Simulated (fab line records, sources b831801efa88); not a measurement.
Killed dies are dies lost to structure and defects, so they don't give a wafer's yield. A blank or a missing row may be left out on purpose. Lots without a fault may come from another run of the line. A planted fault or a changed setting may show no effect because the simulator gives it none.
Problem report in the 8D (eight disciplines) form, filled by code | flow gf180mcu | the parts of the form that need people (team, actions taken, sign-off) are left out

1. THE PROBLEM
POLY_GATE_CVD_00_THK at GF_POLY_GATE_THK_MEAS_01 reads a mean of 181.5 nm on 3 wafers of 1 lot; wafers without a fault read 200.3 nm with a standard deviation of 1.9. That is -9.9 standard deviations from the usual mean.
First seen on wafer L590.1, day 12 00:39, on film_metro-04. The record holds 30 wafers of 10 lots with a number at this step. Rule for "out", or "out of limits": more than 4 standard deviations from the usual mean. The other wafers with a number count as sound.

2. WHAT IT IS AND WHAT IT IS NOT
question                    | is                     | is not
which readings at this step | POLY_GATE_CVD_00_THK   | -
which lots                  | L590                   | L578, L579, L580, L591, L593, L594, L596, L597, L600
which wafers of those lots  | all that have a number | -
read on which gauges        | film_metro-04          | film_metro-01, film_metro-03
when                        | from day 12 00:39      | up to then (9 sound wafers); but 18 sound wafers of L591, L593, L594, L596, L597, L600 came after

3. SUSPECTS, AND WHAT RULES EACH OUT
Counting: a tool at a process step up to the reading stays a suspect if it ran every lot that is out and no sound lot after the first of them.
- the gauge at GF_POLY_GATE_THK_MEAS_01: ruled out. All the wafers that are out were read on film_metro-04, but those of them that GF_POLY_GATE_ETCH_13 has rows for are out there too, on other tools.
- lpcvd-01 at GF_POLY_GATE_CVD_00 (deposits poly-Si, target thk 200 nm, time 1200 s): ruled out as a lasting fault. Sound lots L591, L597 ran on it after its first lot that is out, L590 (day 11 23:19).
Left after counting: nothing in the record.

4. THE CAUSE (what the simulator had put in)
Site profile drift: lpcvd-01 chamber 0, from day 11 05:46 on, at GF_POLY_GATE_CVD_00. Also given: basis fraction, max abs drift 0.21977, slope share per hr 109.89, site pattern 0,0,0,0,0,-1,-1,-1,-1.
Counting ruled it out, wrongly: the rule takes a fault to strike every lot that its tool runs from its start on, and this one did not.

5. THE CHAIN OF EFFECTS, in route order
Each row: a reading whose mean over the struck wafers that have a number lies more than 3 standard deviations from the usual. Only readings for which the record gives a usual standard deviation are gone through. hours: the time from each lot's start at the first step in this table that gives one to its start at this step, as a median over the lots. sigmas: the change in usual standard deviations.
hours | step                     | reading              | usual      | on struck wafers | change | sigmas
0     | GF_POLY_GATE_THK_MEAS_01 | POLY_GATE_CVD_00_THK | 200.3 nm   | 181.5            | -18.8  | -9.9
20    | GF_POLY_GATE_ETCH_13     | oes_product_au       | 0.990 a.u. | 0.935            | -0.055 | -7.7
The process steps in it:
- GF_POLY_GATE_ETCH_13: etches poly-Si in HBr/Cl2, stops on SiO2, target depth 198.5 nm, time 69.6 s.
Later measuring or inspecting steps at which every struck wafer that the step has a row for has a number for every such reading, and none has moved that far: GF_M2_THK_MEAS_06.

6. WHAT WOULD HAVE CAUGHT IT SOONER
In this record the first reading out of limits at a measuring or inspecting step was taken at day 12 00:39, 19 hours after the fault began at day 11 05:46.
Of the tool readings at GF_POLY_GATE_CVD_00 for which the record gives a usual standard deviation, none was out on any struck wafer, so an alarm limit of 4 standard deviations on them would not have fired.
